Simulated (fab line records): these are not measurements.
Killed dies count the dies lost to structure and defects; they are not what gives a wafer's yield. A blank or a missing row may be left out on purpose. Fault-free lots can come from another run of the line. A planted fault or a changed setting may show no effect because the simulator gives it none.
What tool caused it? / flow sky130 / 42 wafers from 14 lots sampled at 2 of the route's 708 steps

## WHAT THE GAUGES SHOWED, per wafer
The record holds no reading of a measuring or inspecting step that can be judged against a usual standard deviation.

## WHICH TOOL RAN EACH LOT (tool, then ch and the chambers of the sampled wafers, then the start)
lot=L693; SKY_METAL1_SPUTTER_04=pvd_sputter-04, day 31 18:22; SKY_PAD_OPEN_PROBE_99=prober-02, day 45 22:16
lot=L694; SKY_METAL1_SPUTTER_04=pvd_sputter-04, day 32 12:05; SKY_PAD_OPEN_PROBE_99=prober-01, day 46 09:44
lot=L696; SKY_METAL1_SPUTTER_04=pvd_sputter-01, day 32 22:49; SKY_PAD_OPEN_PROBE_99=prober-02, day 46 19:53
lot=L697; SKY_METAL1_SPUTTER_04=pvd_sputter-03, day 33 04:35; SKY_PAD_OPEN_PROBE_99=prober-02, day 46 22:13
lot=L698; SKY_METAL1_SPUTTER_04=pvd_sputter-01, day 33 21:23; SKY_PAD_OPEN_PROBE_99=prober-01, day 47 10:43
lot=L699; SKY_METAL1_SPUTTER_04=pvd_sputter-01, day 33 23:28; SKY_PAD_OPEN_PROBE_99=prober-02, day 47 12:52
lot=L700; SKY_METAL1_SPUTTER_04=pvd_sputter-04, day 34 04:43; SKY_PAD_OPEN_PROBE_99=prober-01, day 47 18:11
lot=L701; SKY_METAL1_SPUTTER_04=pvd_sputter-04, day 34 15:28; SKY_PAD_OPEN_PROBE_99=prober-02, day 48 00:52
lot=L702; SKY_METAL1_SPUTTER_04=pvd_sputter-03, day 35 01:22; SKY_PAD_OPEN_PROBE_99=prober-01, day 48 07:52
lot=L703; SKY_METAL1_SPUTTER_04=pvd_sputter-03, day 35 12:47; SKY_PAD_OPEN_PROBE_99=prober-02, day 48 16:13
lot=L706; SKY_METAL1_SPUTTER_04=pvd_sputter-03, day 36 06:34; SKY_PAD_OPEN_PROBE_99=prober-02, day 49 05:10
lot=L708; SKY_METAL1_SPUTTER_04=pvd_sputter-03, day 36 17:38; SKY_PAD_OPEN_PROBE_99=prober-01, day 49 11:10
lot=L709; SKY_METAL1_SPUTTER_04=pvd_sputter-03, day 37 00:32; SKY_PAD_OPEN_PROBE_99=prober-02, day 49 17:51
lot=L715; SKY_METAL1_SPUTTER_04=pvd_sputter-03, day 39 11:44; SKY_PAD_OPEN_PROBE_99=prober-01, day 51 05:28
- SKY_METAL1_SPUTTER_04: material TiN, target thk 70 nm, time 58.3 s.
- SKY_PAD_OPEN_PROBE_99

## WHAT THE TOOLS THEMSELVES READ (means of the sampled wafers that have a number; where no wafer has one, the mark that the record gives instead)
SKY_METAL1_SPUTTER_04.
lot=L693; tool=pvd_sputter-04; chamber_pressure_pa (Pa)=0.4001; throttle_valve_pct (%)=30.5
lot=L694; tool=pvd_sputter-04; chamber_pressure_pa (Pa)=0.3997; throttle_valve_pct (%)=30.2
lot=L696; tool=pvd_sputter-01; chamber_pressure_pa (Pa)=0.4001; throttle_valve_pct (%)=30.8
lot=L697; tool=pvd_sputter-03; chamber_pressure_pa (Pa)=0.3995; throttle_valve_pct (%)=29.8
lot=L698; tool=pvd_sputter-01; chamber_pressure_pa (Pa)=0.4001; throttle_valve_pct (%)=30.3
lot=L699; tool=pvd_sputter-01; chamber_pressure_pa (Pa)=0.3997; throttle_valve_pct (%)=29.8
lot=L700; tool=pvd_sputter-04; chamber_pressure_pa (Pa)=0.3999; throttle_valve_pct (%)=30.4
lot=L701; tool=pvd_sputter-04; chamber_pressure_pa (Pa)=0.3993; throttle_valve_pct (%)=29.9
lot=L702; tool=pvd_sputter-03; chamber_pressure_pa (Pa)=0.4003; throttle_valve_pct (%)=31.0
lot=L703; tool=pvd_sputter-03; chamber_pressure_pa (Pa)=0.3991; throttle_valve_pct (%)=30.1
lot=L706; tool=pvd_sputter-03; chamber_pressure_pa (Pa)=0.4001; throttle_valve_pct (%)=29.5
lot=L708; tool=pvd_sputter-03; chamber_pressure_pa (Pa)=0.4367; throttle_valve_pct (%)=27.6
lot=L709; tool=pvd_sputter-03; chamber_pressure_pa (Pa)=0.4371; throttle_valve_pct (%)=27.8
lot=L715; tool=pvd_sputter-03; chamber_pressure_pa (Pa)=0.3997; throttle_valve_pct (%)=29.3

SKY_PAD_OPEN_PROBE_99.
lot=L693; tool=prober-02; defect_limited_yield (%)=82.5; killed_at_M0_to_M3=41; killed_at_M4_up=2.7; killed_at_contacts=24; killed_at_front_end=18; killed_at_other=0.3; killed_dies=86; killed_open=47; killed_short=39; sort_bin_3_pad_short (%)=0.9; sort_bin_5_function (%)=10.7; sort_bin_6_memory (%)=5.8; sort_n_pass=406; sort_yield_pct (%)=82.5
lot=L694; tool=prober-01; defect_limited_yield (%)=82.7; killed_at_M0_to_M3=42; killed_at_M4_up=4.7; killed_at_contacts=25; killed_at_front_end=13; killed_at_other=0.0; killed_dies=85; killed_open=46; killed_short=39; sort_bin_3_pad_short (%)=0.9; sort_bin_5_function (%)=10.5; sort_bin_6_memory (%)=5.9; sort_n_pass=407; sort_yield_pct (%)=82.7
lot=L696; tool=prober-02; defect_limited_yield (%)=81.5; killed_at_M0_to_M3=48; killed_at_M4_up=2.3; killed_at_contacts=21; killed_at_front_end=20; killed_at_other=0.0; killed_dies=91; killed_open=46; killed_short=44; sort_bin_3_pad_short (%)=0.8; sort_bin_5_function (%)=10.2; sort_bin_6_memory (%)=7.5; sort_n_pass=401; sort_yield_pct (%)=81.5
lot=L697; tool=prober-02; defect_limited_yield (%)=81.7; killed_at_M0_to_M3=46; killed_at_M4_up=1.7; killed_at_contacts=28; killed_at_front_end=14; killed_at_other=0.3; killed_dies=90; killed_open=49; killed_short=41; sort_bin_3_pad_short (%)=1.3; sort_bin_5_function (%)=10.9; sort_bin_6_memory (%)=6.2; sort_n_pass=402; sort_yield_pct (%)=81.7
lot=L698; tool=prober-01; defect_limited_yield (%)=80.6; killed_at_M0_to_M3=52; killed_at_M4_up=2.3; killed_at_contacts=19; killed_at_front_end=20; killed_at_other=1.0; killed_dies=95; killed_open=50; killed_short=45; sort_bin_3_pad_short (%)=0.7; sort_bin_5_function (%)=12.7; sort_bin_6_memory (%)=6.0; sort_n_pass=397; sort_yield_pct (%)=80.6
lot=L699; tool=prober-02; defect_limited_yield (%)=82.3; killed_at_M0_to_M3=39; killed_at_M4_up=5.3; killed_at_contacts=25; killed_at_front_end=18; killed_at_other=0.3; killed_dies=87; killed_open=46; killed_short=41; sort_bin_3_pad_short (%)=1.1; sort_bin_5_function (%)=10.6; sort_bin_6_memory (%)=5.9; sort_n_pass=405; sort_yield_pct (%)=82.3
lot=L700; tool=prober-01; defect_limited_yield (%)=83.5; killed_at_M0_to_M3=42; killed_at_M4_up=2.7; killed_at_contacts=20; killed_at_front_end=15; killed_at_other=0.7; killed_dies=81; killed_open=46; killed_short=35; sort_bin_3_pad_short (%)=0.3; sort_bin_5_function (%)=10.4; sort_bin_6_memory (%)=5.7; sort_n_pass=411; sort_yield_pct (%)=83.5
lot=L701; tool=prober-02; defect_limited_yield (%)=79.4; killed_at_M0_to_M3=49; killed_at_M4_up=5.0; killed_at_contacts=31; killed_at_front_end=15; killed_at_other=1.0; killed_dies=101; killed_open=59; killed_short=42; sort_bin_3_pad_short (%)=1.4; sort_bin_5_function (%)=11.3; sort_bin_6_memory (%)=7.8; sort_n_pass=391; sort_yield_pct (%)=79.4
lot=L702; tool=prober-01; defect_limited_yield (%)=82.9; killed_at_M0_to_M3=43; killed_at_M4_up=5.7; killed_at_contacts=24; killed_at_front_end=11; killed_at_other=0.3; killed_dies=84; killed_open=44; killed_short=40; sort_bin_3_pad_short (%)=0.9; sort_bin_5_function (%)=10.1; sort_bin_6_memory (%)=6.1; sort_n_pass=408; sort_yield_pct (%)=82.9
lot=L703; tool=prober-02; defect_limited_yield (%)=83.7; killed_at_M0_to_M3=44; killed_at_M4_up=2.3; killed_at_contacts=21; killed_at_front_end=12; killed_at_other=0.3; killed_dies=80; killed_open=42; killed_short=38; sort_bin_3_pad_short (%)=0.8; sort_bin_5_function (%)=9.9; sort_bin_6_memory (%)=5.6; sort_n_pass=412; sort_yield_pct (%)=83.7
lot=L706; tool=prober-02; defect_limited_yield (%)=82.1; killed_at_M0_to_M3=47; killed_at_M4_up=5.0; killed_at_contacts=23; killed_at_front_end=13; killed_at_other=0.3; killed_dies=88; killed_open=48; killed_short=40; sort_bin_3_pad_short (%)=0.9; sort_bin_5_function (%)=10.5; sort_bin_6_memory (%)=6.5; sort_n_pass=404; sort_yield_pct (%)=82.1
lot=L708; tool=prober-01; defect_limited_yield (%)=83.5; killed_at_M0_to_M3=47; killed_at_M4_up=4.0; killed_at_contacts=18; killed_at_front_end=12; killed_at_other=0.3; killed_dies=81; killed_open=43; killed_short=38; sort_bin_3_pad_short (%)=0.8; sort_bin_5_function (%)=10.1; sort_bin_6_memory (%)=5.6; sort_n_pass=411; sort_yield_pct (%)=83.5
lot=L709; tool=prober-02; defect_limited_yield (%)=80.8; killed_at_M0_to_M3=50; killed_at_M4_up=3.3; killed_at_contacts=26; killed_at_front_end=15; killed_at_other=0.3; killed_dies=95; killed_open=56; killed_short=37; sort_bin_3_pad_short (%)=1.1; sort_bin_5_function (%)=11.0; sort_bin_6_memory (%)=7.2; sort_n_pass=397; sort_yield_pct (%)=80.8
lot=L715; tool=prober-01; defect_limited_yield (%)=81.0; killed_at_M0_to_M3=48; killed_at_M4_up=4.0; killed_at_contacts=26; killed_at_front_end=16; killed_at_other=0.0; killed_dies=93; killed_open=53; killed_short=40; sort_bin_3_pad_short (%)=0.7; sort_bin_5_function (%)=12.2; sort_bin_6_memory (%)=6.0; sort_n_pass=399; sort_yield_pct (%)=81.0

## THE ANSWER, worked out from the rows above alone
Rule: the lots themselves supply what counts as usual. The widest of any qualifying gaps counts: lots, ordered by their means at a reading, are off when they make up no more than a third of the lots, leave a main group of 4 or more, and stand apart from it by 3 or more times the standard deviation of that group's means. A main group is skipped when, at the precision printed for the reading in the tables above, its means are all equal. A lot without any number at a reading at which 4 lots or more have one is off too. Any other lot the step has rows for is counted as sound. Order of review: gauges by route order, followed by the tools' own readings, for which a lot's mean as printed above is used. At the first step where some lot is off, the reading lying furthest off is the one used; lots without a number count as furthest.
Off: L708, L709 (SKY_METAL1_SPUTTER_04, chamber_pressure_pa). For the main group the mean is 0.3998 Pa and the standard deviation 0.00035.
If a tool, at that step or one of the process steps before it, ran each lot that is off and ran no sound lot following the first of them, it fits. Of those tried, none fits.

## WHAT WAS PUT IN BY THE SIMULATOR
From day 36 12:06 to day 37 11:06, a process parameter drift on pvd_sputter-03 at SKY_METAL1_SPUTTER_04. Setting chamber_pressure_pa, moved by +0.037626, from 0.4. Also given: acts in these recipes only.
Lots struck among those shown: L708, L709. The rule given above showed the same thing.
